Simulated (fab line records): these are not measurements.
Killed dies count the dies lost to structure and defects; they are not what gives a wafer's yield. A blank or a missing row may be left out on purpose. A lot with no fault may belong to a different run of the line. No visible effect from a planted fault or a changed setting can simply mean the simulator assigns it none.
Problem report, 8D (eight disciplines) form, completed by code	flow sky130	the parts of the form that need people (team, actions taken, sign-off) are left out

== 1. THE PROBLEM ==
Across 6 wafers from 2 lots, SD_N_RS at SKY_SD_N_RS_MEAS_16 averages 72.51 ohm/sq, while fault-free wafers read 68.54 ohm/sq with a standard deviation of 0.13. That puts it +31 standard deviations away from the usual mean.
The step: measures by four-point-probe.
First seen on wafer L376.1, day 30 06:15, on film metro-01. The record holds 36 wafers of 12 lots with a number at this step. The rule behind "out" and "out of limits": a value lying over 4 standard deviations away from the usual mean. The other wafers with a number count as sound.

== 2. WHAT IT IS, WHAT IT ISN'T ==
question	is	is not
which readings at this step	SD_N_RS	-
which lots	L376, L378	L371, L373, L374, L383, L387, L388, L390, L392, L393, L394
which wafers of those lots	all that have a number	-
read on which gauges	film metro-01	film metro-02, film metro-03
when	from day 30 06:15	up to then (9 sound wafers); but 21 sound wafers of L383, L387, L388, L390, L392, L393, L394 came after

== 3. THE SUSPECTS, EACH WITH WHAT RULES IT OUT ==
Counting: a tool at a process step up to the reading stays a suspect if it ran every lot that is out and no sound lot after the first of them.
- the gauge at SKY_SD_N_RS_MEAS_16 is ruled out. All the wafers that are out were read on film metro-01, but those of them that SKY_SD_N_RTA_14 has rows for are out there too, on other tools.
- rtp anneal-01 at SKY_SD_N_RTA_14 (time 2 s): ruled out as a lasting fault. Following L376 (day 30 06:05), the first lot on it that is out, the sound lots L388, L390, L392, L394 were run on it.
Left after counting: nothing in the record.

== 4. THE CAUSE (what the simulator had put in) ==
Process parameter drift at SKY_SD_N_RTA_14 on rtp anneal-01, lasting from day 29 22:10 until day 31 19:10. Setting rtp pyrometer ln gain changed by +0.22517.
Counting ruled it out, wrongly: the rule takes a fault to strike every lot that its tool runs from its start on, and this one did not.

== 5. THE EFFECT CHAIN, in route order ==
Each row: a reading where the mean over the struck wafers with a number is more than 3 standard deviations away from the usual. Only readings whose record carries a usual standard deviation are examined. hours: median over the lots of the time between each lot's start at the first step of this table that gives one and its start at this step. sigmas: the change, counted in usual standard deviations.
hours	step	reading	usual	on struck wafers	change	sigmas
0	SKY_SD_N_RTA_14	lamp power pct	15.73 %	14.84	-0.89	-17
0	SKY_SD_N_RS_MEAS_16	SD_N_RS	68.54 ohm/sq	72.51	+3.97	+31
0	SKY_SD_N_RS_MEAS_17	SD_P_RS	147.0 ohm/sq	170.7	+23.7	+59
Here are the process steps it includes:
- SKY_SD_N_RTA_14: time 2 s.
At these later measuring or inspecting steps, every struck wafer for which the step has a row has a number for every such reading, and none has moved that far: SKY_LI_CONTACT_RS_MEAS_22.

== 6. WHAT WOULD HAVE CAUGHT IT SOONER ==
Counted from the fault's start at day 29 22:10, it took 8 hours until the first out-of-limits reading at a measuring or inspecting step in this record, taken at day 30 06:15.
The tool's own readings at SKY_SD_N_RTA_14 were out on every struck wafer that the step has a row for (lamp power pct): an alarm limit on them would have fired on the first of those.
